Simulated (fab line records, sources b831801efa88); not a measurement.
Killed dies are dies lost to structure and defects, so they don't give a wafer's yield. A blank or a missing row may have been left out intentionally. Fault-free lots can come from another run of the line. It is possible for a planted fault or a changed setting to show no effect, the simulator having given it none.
fab line records + flow sky130
record
- lots=11
- wafers=33
- lastDay=50
route steps=708 shown VT_ADJUST_PCH@152 GATE_OXIDE@192 POLY_GATE@229 LDD_P@263 PAD_OPEN@708
lots that met no fault: from a run of the same line without faults
startH: the number of hours between the record's first day and the start of the first shown wafer of the lot + waitH: hours elapsed since this lot's preceding step + " the same as in the row above + L1.1+2: several wafers, shown together as one row + - no value, or no start given + * or withheld: withheld + < > ~ a bound
route shown NAME@n: NAME is a module with steps in the file, n the number in the route of the first one + usual: mean/standard deviation taken from wafers without a fault + same: alike in all rows + chamber/n: place in a boat + sites: the reading at each site + _std_site: the standard deviation of these + _edge_site: the outer-site mean with the inner-site mean subtracted + radiusMm: how far each site lies from the wafer's centre + mask NAME#n: copy n + behind: the tool/chamber that last shaped the wafer + hold: why the lot was held/for how many hours/how that ended + device: the n, p or np transistor that did not switch + end of line: the same wafers' tests at the end of the route + a step with no rows: only its recipe + killed: not the wafer's yield, but the dies lost to structure and defects at the first sort + map: a wafer's dies, x killed, . not, _ none there
set.NAME: the setting that was run; set.NAME@STEP: the one run at that earlier step + model.NAME: the simulator's own value behind a step, which no gauge read
route steps across a sampled set of lots; one table per step, one row per wafer
services: when a tool's chamber went out of use (startH, in hours from the record's first day, below 0 if earlier), for how many hours, and the reason
## steps
# step SKY_VT_ADJUST_PCH_STRIP_09
# recipe
- chemistry=O2/N2
- powerW=1400
- pressureMtorr=1500
- platenTempC=withheld
- o2FlowSccm=3000
- n2FlowSccm=300
- overashFraction=0.5
# usual
- chamberPressureMTorr=1499.8/1.3
- drypumpMotorCurrentA=5.7/0.46
- oesProductAu=0.723/0.0045
- stripTimeToEndpointS=36.93/0.094
| lot.wafer | tool           | chamber | startH | waitH | chamberPressureMTorr | drypumpMotorCurrentA | oesProductAu | rfHoursCounterH | stripTimeToEndpointS |
|-----------|----------------|---------|--------|-------|----------------------|----------------------|--------------|-----------------|----------------------|
| L268.2    | plasmaAsher-03 | 0       | 228.26 | 0.1   | 1500.6               | 5.4                  | 0.728        | 53              | 36.94                |
| L268.4    | "              | 0       | "      | "     | 1500.2               | 5.4                  | 0.726        | -               | 37.02                |
| L268.6    | "              | 0       | "      | "     | 1502.0               | 5.4                  | 0.723        | -               | 37.00                |
| L270.1    | plasmaAsher-02 | 0       | 244.24 | 0.1   | 1499.0               | 6.4                  | 0.732        | 13              | 36.92                |
| L270.2    | "              | 1       | "      | "     | 1499.2               | 5.9                  | 0.726        | 13              | 37.15                |
| L270.4    | "              | 1       | "      | "     | 1498.5               | 6.0                  | 0.725        | -               | 36.94                |
| L272.1    | plasmaAsher-01 | 1       | 270.59 | 0.1   | 1498.1               | 5.0                  | 0.728        | 47              | 36.95                |
| L272.2    | "              | 0       | "      | "     | 1499.6               | 5.6                  | 0.715        | 47              | 36.89                |
| L272.6    | "              | 1       | "      | "     | 1499.4               | 5.0                  | 0.724        | -               | 37.00                |
| L273.1    | plasmaAsher-02 | 1       | 272.54 | 0.1   | 1499.1               | 6.0                  | 0.718        | 16              | 36.80                |
| L273.3    | "              | 1       | "      | "     | 1498.4               | 6.0                  | 0.721        | -               | 36.99                |
| L273.5    | "              | 0       | "      | "     | 1501.5               | 6.3                  | 0.715        | -               | 36.96                |
| L277.2    | plasmaAsher-03 | 0       | 299.22 | 0.1   | 1500.3               | 5.4                  | 0.721        | 56              | 37.05                |
| L277.4    | "              | 1       | "      | "     | 1499.3               | 5.3                  | 0.722        | -               | 36.97                |
| L277.6    | "              | 0       | "      | "     | 1499.8               | 5.4                  | 0.725        | -               | 37.02                |
| L281.1    | plasmaAsher-03 | 0       | 326.13 | 0.1   | 1502.0               | 5.4                  | 0.727        | 58              | 37.01                |
| L281.3    | "              | 0       | "      | "     | 1499.9               | 5.4                  | 0.725        | -               | 36.88                |
| L281.5    | "              | 0       | "      | "     | 1498.0               | 5.4                  | 0.723        | -               | 36.97                |
| L285.3    | plasmaAsher-02 | 1       | 356.64 | 0.1   | 1498.1               | 6.0                  | 0.722        | -               | 37.00                |
| L285.5    | "              | 1       | "      | "     | 1500.0               | 6.0                  | 0.723        | -               | 37.02                |
| L285.6    | "              | 0       | "      | "     | 1502.1               | 6.5                  | 0.721        | -               | 37.05                |
| L286.1    | plasmaAsher-03 | 0       | 378.03 | 0.1   | 1501.9               | 5.4                  | 0.726        | 63              | 36.95                |
| L286.4    | "              | 1       | "      | "     | 1499.8               | 5.3                  | 0.727        | -               | 36.86                |
| L286.5    | "              | 1       | "      | "     | 1499.9               | 5.3                  | 0.721        | -               | 37.03                |
| L288.1    | plasmaAsher-01 | 1       | 396.93 | 0.1   | 1500.0               | 5.0                  | 0.729        | 60              | 37.07                |
| L288.4    | "              | 1       | "      | "     | 1498.5               | 5.0                  | 0.719        | -               | 37.10                |
| L288.5    | "              | 0       | "      | "     | 1498.7               | 5.6                  | 0.719        | -               | 37.00                |
| L289.2    | plasmaAsher-01 | 1       | 399.66 | 0.1   | 1501.4               | 5.0                  | 0.719        | 61              | 36.89                |
| L289.5    | "              | 1       | "      | "     | 1499.9               | 5.0                  | 0.723        | -               | 36.91                |
| L289.6    | "              | 0       | "      | "     | 1499.9               | 5.7                  | 0.720        | -               | 36.87                |
| L290.1    | plasmaAsher-03 | 0       | 400.23 | 0.1   | 1501.5               | 5.4                  | 0.719        | 66              | 36.97                |
| L290.4    | "              | 1       | "      | "     | 1497.3               | 5.3                  | 0.722        | -               | 36.91                |
| L290.5    | "              | 0       | "      | "     | 1500.3               | 5.4                  | 0.717        | -               | 36.89                |
# step SKY_GATE_OXIDE_COAT_05
# recipe
- resist=NOVOLAK
- spinRpm=3000
- resistThkNm=1140
| lot.wafer  | tool          | chamber | startH | waitH |
|------------|---------------|---------|--------|-------|
| L268.2+4+6 | lithoTrack-02 | 0       | 297.15 | 0.1   |
| L270.1+2+4 | lithoTrack-01 | 0       | 314.80 | 0.1   |
| L272.1+2+6 | lithoTrack-01 | 0       | 345.90 | 0.1   |
| L273.1+3+5 | lithoTrack-02 | 0       | 345.97 | 0.1   |
| L277.2+4+6 | lithoTrack-02 | 0       | 374.55 | 0.1   |
| L281.1+3+5 | lithoTrack-02 | 0       | 403.52 | 0.1   |
| L285.3+5+6 | lithoTrack-03 | 0       | 439.51 | 0.1   |
| L286.1+4+5 | lithoTrack-01 | 0       | 463.40 | 0.1   |
| L288.1+4+5 | lithoTrack-01 | 0       | 483.60 | 0.1   |
| L289.2+5+6 | lithoTrack-01 | 0       | 487.77 | 0.1   |
| L290.1+4+5 | lithoTrack-03 | 0       | 489.41 | 0.1   |
# step SKY_GATE_OXIDE_STRIP_13
# recipe
- chemistry=O2/N2
- powerW=1400
- pressureMtorr=1500
- platenTempC=withheld
- o2FlowSccm=3000
- n2FlowSccm=300
- overashFraction=0.5
# usual
- chamberPressureMTorr=1499.9/1.4
- drypumpMotorCurrentA=5.3/0.33
- oesProductAu=0.716/0.0042
- stripTimeToEndpointS=14.18/0.046
| lot.wafer | tool           | chamber | startH | waitH | chamberPressureMTorr | drypumpMotorCurrentA | oesProductAu | rfHoursCounterH | stripTimeToEndpointS |
|-----------|----------------|---------|--------|-------|----------------------|----------------------|--------------|-----------------|----------------------|
| L268.2    | plasmaAsher-03 | 1       | 309.89 | 0.0   | 1501.0               | 5.3                  | 0.719        | 57              | 14.18                |
| L268.4    | "              | 1       | "      | "     | 1499.6               | 5.4                  | 0.726        | -               | 14.24                |
| L268.6    | "              | 1       | "      | "     | 1498.3               | 5.4                  | 0.719        | -               | 14.22                |
| L270.1    | plasmaAsher-04 | 0       | 328.36 | 0.0   | 1496.5               | 4.7                  | 0.718        | 64              | 14.15                |
| L270.2    | "              | 1       | "      | "     | 1499.9               | 5.8                  | 0.722        | 64              | 14.07                |
| L270.4    | "              | 0       | "      | "     | 1499.2               | 4.7                  | 0.717        | -               | 14.14                |
| L272.1    | plasmaAsher-03 | 1       | 360.11 | 0.0   | 1499.8               | 5.4                  | 0.719        | 61              | 14.18                |
| L272.2    | "              | 0       | "      | "     | 1500.1               | 5.4                  | 0.713        | 61              | 14.14                |
| L272.6    | "              | 1       | "      | "     | 1498.7               | 5.4                  | 0.719        | -               | 14.15                |
| L273.1    | plasmaAsher-04 | 1       | 360.29 | 0.0   | 1499.5               | 5.8                  | 0.718        | 67              | 14.20                |
| L273.3    | "              | 0       | "      | "     | 1498.7               | 4.7                  | 0.718        | -               | 14.20                |
| L273.5    | "              | 1       | "      | "     | 1501.2               | 5.8                  | 0.713        | -               | 14.22                |
| L277.2    | plasmaAsher-03 | 0       | 389.55 | 0.0   | 1499.7               | 5.4                  | 0.615        | 65              | 9.14                 |
| L277.4    | "              | 0       | "      | "     | 1501.0               | 5.4                  | 0.614        | -               | 9.17                 |
| L277.6    | "              | 0       | "      | "     | 1499.5               | 5.4                  | 0.617        | -               | 9.17                 |
| L281.1    | plasmaAsher-01 | 0       | 419.15 | 0.0   | 1499.7               | 5.7                  | 0.620        | 63              | 9.16                 |
| L281.3    | "              | 1       | "      | "     | 1499.7               | 5.0                  | 0.620        | -               | 9.15                 |
| L281.5    | "              | 1       | "      | "     | 1499.4               | 5.0                  | 0.616        | -               | 9.21                 |
| L285.3    | plasmaAsher-04 | 0       | 455.19 | 0.0   | 1498.2               | 4.7                  | 0.706        | -               | 14.14                |
| L285.5    | "              | 1       | "      | "     | 1501.0               | 5.8                  | 0.723        | -               | 14.13                |
| L285.6    | "              | 0       | "      | "     | 1501.3               | 4.7                  | 0.709        | -               | 14.12                |
| L286.1    | plasmaAsher-01 | 1       | 478.94 | 0.0   | 1498.7               | 5.0                  | 0.716        | 71              | 14.15                |
| L286.4    | "              | 0       | "      | "     | 1499.7               | 5.7                  | 0.710        | -               | 14.16                |
| L286.5    | "              | 1       | "      | "     | 1499.3               | 5.0                  | 0.715        | -               | 14.19                |
| L288.1    | plasmaAsher-03 | 0       | 499.09 | 0.0   | 1501.2               | 5.4                  | 0.716        | 78              | 14.19                |
| L288.4    | "              | 0       | "      | "     | 1503.8               | 5.4                  | 0.720        | -               | 14.18                |
| L288.5    | "              | 1       | "      | "     | 1499.7               | 5.3                  | 0.710        | -               | 14.19                |
| L289.2    | plasmaAsher-04 | 0       | 502.95 | 0.0   | 1499.3               | 4.7                  | 0.720        | 7               | 14.18                |
| L289.5    | "              | 1       | "      | "     | 1499.0               | 5.8                  | 0.716        | -               | 14.20                |
| L289.6    | "              | 0       | "      | "     | 1500.0               | 4.7                  | 0.717        | -               | 14.18                |
| L290.1    | plasmaAsher-03 | 0       | 504.89 | 0.0   | 1501.7               | 5.4                  | 0.715        | 79              | 14.15                |
| L290.4    | "              | 0       | "      | "     | 1499.9               | 5.4                  | 0.725        | -               | 14.08                |
| L290.5    | "              | 1       | "      | "     | 1501.5               | 5.3                  | 0.726        | -               | 14.13                |
# step SKY_POLY_GATE_ETCH_15
# recipe
- chemistry=N2/H2
- target=BARC
- ionEnergyEv=200
- sourceW=500
- biasW=100
- pressureMtorr=30
- n2FlowSccm=100
- h2FlowSccm=200
- stopOn=SiO2
- timeS=118.5
- targetDepthA=1100
# usual
- chamberPressureMTorr=30.001/0.029
- drypumpMotorCurrentA=5.7/0.45
- oesProductAu=0.716/0.0046
- throttleValvePct=13.213/0.01
| lot.wafer | tool       | chamber | startH | waitH | chamberPressureMTorr | drypumpMotorCurrentA | oesProductAu | rfHoursCounterH | throttleValvePct |
|-----------|------------|---------|--------|-------|----------------------|----------------------|--------------|-----------------|------------------|
| L268.2    | rieDiel-02 | 0       | 368.55 | 0.0   | 29.988               | 5.5                  | 0.723        | 12              | 13.223           |
| L268.4    | "          | 3       | "      | "     | 29.949               | 5.5                  | 0.722        | 11              | 13.199           |
| L268.6    | "          | 3       | "      | "     | 29.989               | 5.5                  | 0.716        | -               | 13.220           |
| L270.1    | rieDiel-02 | 0       | 389.07 | 0.0   | 30.023               | 5.5                  | 0.713        | 13              | 13.202           |
| L270.2    | "          | 3       | "      | "     | 30.040               | 5.6                  | 0.718        | 12              | 13.204           |
| L270.4    | "          | 3       | "      | "     | 29.985               | 5.6                  | 0.715        | -               | 13.203           |
| L272.1    | rieDiel-04 | 2       | 426.65 | 0.0   | 30.014               | 6.2                  | 0.716        | 46              | 13.208           |
| L272.2    | "          | 3       | "      | "     | 30.010               | 5.8                  | 0.715        | 2               | 13.224           |
| L272.6    | "          | 1       | "      | "     | 29.989               | 4.7                  | 0.720        | -               | 13.217           |
| L273.1    | rieDiel-01 | 0       | 427.00 | 0.0   | 29.985               | 5.3                  | 0.709        | 5               | 13.217           |
| L273.3    | "          | 2       | "      | "     | 29.978               | 5.6                  | 0.716        | 1               | 13.209           |
| L273.5    | "          | 2       | "      | "     | 30.046               | 5.6                  | 0.721        | -               | 13.212           |
| L277.2    | rieDiel-02 | 2       | 459.70 | 0.0   | 30.053               | 6.6                  | 0.709        | 6               | 13.204           |
| L277.4    | "          | 3       | "      | "     | 29.965               | 5.5                  | 0.719        | 13              | 13.207           |
| L277.6    | "          | 0       | "      | "     | 30.026               | 5.5                  | 0.723        | -               | 13.205           |
| L281.1    | rieDiel-02 | 0       | 488.17 | 0.0   | 29.983               | 5.5                  | 0.714        | 15              | 13.212           |
| L281.3    | "          | 3       | "      | "     | 29.948               | 5.6                  | 0.716        | 14              | 13.217           |
| L281.5    | "          | 1       | "      | "     | 29.984               | 5.5                  | 0.719        | -               | 13.203           |
| L285.3    | rieDiel-01 | 1       | 521.25 | 0.0   | 29.943               | 5.5                  | 0.720        | 8               | 13.208           |
| L285.5    | "          | 2       | "      | "     | 30.007               | 5.5                  | 0.707        | -               | 13.199           |
| L285.6    | "          | 1       | "      | "     | 30.013               | 5.5                  | 0.715        | -               | 13.190           |
| L286.1    | rieDiel-04 | 2       | 545.50 | 0.0   | 30.004               | 6.2                  | 0.720        | 48              | 13.215           |
| L286.4    | "          | 1       | "      | "     | 30.003               | 4.7                  | 0.721        | 8               | 13.222           |
| L286.5    | "          | 3       | "      | "     | 29.968               | 5.8                  | 0.709        | -               | 13.213           |
| L288.1    | rieDiel-01 | 3       | 564.05 | 0.0   | 30.007               | 5.5                  | 0.716        | 11              | 13.228           |
| L288.4    | "          | 0       | "      | "     | 30.025               | 5.3                  | 0.716        | 8               | 13.225           |
| L288.5    | "          | 2       | "      | "     | 30.035               | 5.5                  | 0.722        | -               | 13.207           |
| L290.1    | rieDiel-02 | 3       | 570.70 | 0.0   | 30.056               | 5.6                  | 0.718        | 16              | 13.217           |
| L290.4    | "          | 0       | "      | "     | 30.017               | 5.5                  | 0.719        | 17              | 13.221           |
| L290.5    | "          | 0       | "      | "     | 29.982               | 5.5                  | 0.720        | -               | 13.211           |
| L289.2    | rieDiel-04 | 0       | 570.75 | 0.0   | 30.055               | 6.3                  | 0.720        | 15              | 13.220           |
| L289.5    | "          | 1       | "      | "     | 29.953               | 4.7                  | 0.714        | -               | 13.203           |
| L289.6    | "          | 0       | "      | "     | 29.988               | 6.3                  | 0.712        | -               | 13.220           |
# step SKY_LDD_P_OVL_MEAS_08
# usual
- LDD_P_OVL=0.8/1.3
| lot.wafer | tool       | chamber | startH | waitH | LDD_P_OVL[nm] |
|-----------|------------|---------|--------|-------|---------------|
| L268.2    | overlay-02 | -       | 431.70 | 0.1   | 0.4           |
| L268.4    | "          | -       | "      | "     | 0.1           |
| L268.6    | "          | -       | "      | "     | 1.1           |
| L270.1    | overlay-01 | -       | 452.93 | 0.1   | 0.3           |
| L270.2    | "          | -       | "      | "     | 1.3           |
| L270.4    | "          | -       | "      | "     | 0.7           |
| L272.1    | overlay-01 | -       | 491.88 | 0.1   | -0.1          |
| L272.2    | "          | -       | "      | "     | 1.9           |
| L272.6    | "          | -       | "      | "     | 1.8           |
| L273.1    | overlay-01 | -       | 492.48 | 0.1   | 1.6           |
| L273.3    | "          | -       | "      | "     | -2.1          |
| L273.5    | "          | -       | "      | "     | 0.6           |
| L277.2    | overlay-02 | -       | 524.29 | 0.1   | 2.4           |
| L277.4    | "          | -       | "      | "     | 0.8           |
| L277.6    | "          | -       | "      | "     | 1.1           |
| L281.1    | overlay-02 | -       | 550.74 | 0.1   | 0.7           |
| L281.3    | "          | -       | "      | "     | 1.1           |
| L281.5    | "          | -       | "      | "     | 0.5           |
| L285.3    | overlay-01 | -       | 583.18 | 0.1   | -0.3          |
| L285.5    | "          | -       | "      | "     | -0.8          |
| L285.6    | "          | -       | "      | "     | -1.6          |
| L286.1    | overlay-02 | -       | 608.79 | 0.1   | -0.2          |
| L286.4    | "          | -       | "      | "     | 2.5           |
| L286.5    | "          | -       | "      | "     | 0.7           |
| L288.1    | overlay-02 | -       | 625.47 | 0.1   | -0.8          |
| L288.4    | "          | -       | "      | "     | -1.0          |
| L288.5    | "          | -       | "      | "     | -0.5          |
| L289.2    | overlay-01 | -       | 631.55 | 0.1   | -0.6          |
| L289.5    | "          | -       | "      | "     | 2.9           |
| L289.6    | "          | -       | "      | "     | 0.6           |
| L290.1    | overlay-01 | -       | 631.98 | 0.1   | 1.2           |
| L290.4    | "          | -       | "      | "     | 1.6           |
| L290.5    | "          | -       | "      | "     | 2.7           |
# step SKY_PAD_OPEN_PROBE_99
# usual
- killed_at_M0_to_M3=44/6.9
- killed_at_M4_up=3.0/1.5
- killedAtContacts=24/5.2
- killedAtFrontEnd=15/4.1
- killedAtOther=0.4/0.62
- killedDies=87/9.6
- killedOpen=47/7
- killedShort=40/6.2
# same
- grossDies=492
- killedAtBackSide=0
| lot.wafer | tool      | chamber | startH  | waitH | killed_at_M0_to_M3 | killed_at_M4_up | killedAtContacts | killedAtFrontEnd | killedAtOther | killedDies | killedOpen | killedShort |
|-----------|-----------|---------|---------|-------|--------------------|-----------------|------------------|------------------|---------------|------------|------------|-------------|
| L277.2    | prober-01 | -       | 1133.16 | 0.1   | 44                 | 3               | 26               | 13               | 0             | 86         | 46         | 38          |
| L277.6    | prober-01 | -       | 1133.36 | 0.2   | 47                 | 2               | 25               | 14               | 0             | 88         | 45         | 42          |
# killed by level:class
L277.2 CONTACT:geometricParticle:open=11 VIA1:geometricParticle:open=10 METAL2:geometricParticle:short=6 VIA3:geometricParticle:open=6 CONTACT:geometricParticle:short=5 VIA1:geometricParticle:short=5 VIA2:geometricParticle:open=5 SPACER:geometricParticle:open=4
L277.6 VIA3:geometricParticle:open=12 VIA1:geometricParticle:open=9 CONTACT:geometricParticle:short=8 METAL2:geometricParticle:short=8 CONTACT:geometricParticle:open=7 LOCAL_INTERCONNECT:geometricParticle:short=5 VIA2:geometricParticle:open=5 FIELD_ISO:geometricParticle:short=4
## services
| tool           | chamber | startH | hours | kind   |
|----------------|---------|--------|-------|--------|
| rieDiel-02     | 1       | 207.13 | 1.7   | repair |
| plasmaAsher-03 | -       | 247.09 | 4.0   | repair |
| plasmaAsher-03 | -       | 254.26 | 42.4  | pm     |
| rieDiel-01     | 2       | 256.20 | 1.8   | repair |
| rieDiel-02     | -       | 298.90 | 0.4   | repair |
| rieDiel-01     | 0       | 304.37 | 6.3   | repair |
| plasmaAsher-02 | -       | 325.76 | 3.1   | repair |
| rieDiel-02     | 3       | 329.71 | 4.0   | repair |
| rieDiel-01     | -       | 356.35 | 14.6  | pm     |
| rieDiel-04     | 2       | 365.67 | 6.1   | repair |
| plasmaAsher-02 | -       | 374.67 | 12.3  | repair |
| rieDiel-02     | 1       | 375.63 | 14.3  | repair |
| plasmaAsher-02 | -       | 402.15 | 52.0  | repair |
| rieDiel-04     | 0       | 410.45 | 20.4  | repair |
| plasmaAsher-04 | -       | 421.25 | 9.0   | pm     |
| plasmaAsher-03 | -       | 422.87 | 0.7   | repair |
| plasmaAsher-01 | -       | 423.20 | 2.0   | repair |
| plasmaAsher-04 | -       | 436.05 | 9.4   | repair |
| plasmaAsher-03 | -       | 437.36 | 2.3   | repair |
| plasmaAsher-01 | -       | 454.53 | 1.9   | repair |
| plasmaAsher-04 | -       | 461.21 | 0.4   | repair |
| plasmaAsher-04 | -       | 475.84 | 2.6   | repair |
| plasmaAsher-03 | -       | 489.10 | 1.6   | repair |
| plasmaAsher-03 | -       | 533.84 | 0.4   | repair |
## key
firstSign
- step=SKY_GATE_OXIDE_STRIP_13
- reading=stripTimeToEndpointS
- direction=down
- sigmas=99+
- usual=*
- struck=*
effect
- step=SKY_GATE_OXIDE_STRIP_13
- reading=oesProductAu
- direction=down
- sigmas=24
- usual=0.716
- struck=0.617
metAt SKY_GATE_OXIDE_COAT_05
struckLots L277,L281
testerLeftOut L277,L281
notActingAt SKY_VT_ADJUST_PCH_STRIP_09,SKY_POLY_GATE_ETCH_15,SKY_LDD_P_OVL_MEAS_08
onsetBetween 345.97 374.55
fault
- kind=processParameterDrift
- tool=lithoTrack-02
- chamber=-
- onsetH=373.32
- steps=SKY_GATE_OXIDE_COAT_05
- channel=resistThkNm
- offset=-438.27
- shape=step
- endH=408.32
- actsIn=theseRecipesOnly
- stated=1140
# testerLeftOut: of these lots the tester's yield and bins aren't shown, on N5 and GAA mostly nor the transistor test; their killed dies are dies lost to structure and defects alone, not to doping, threshold or leakage, so they don't give the yield
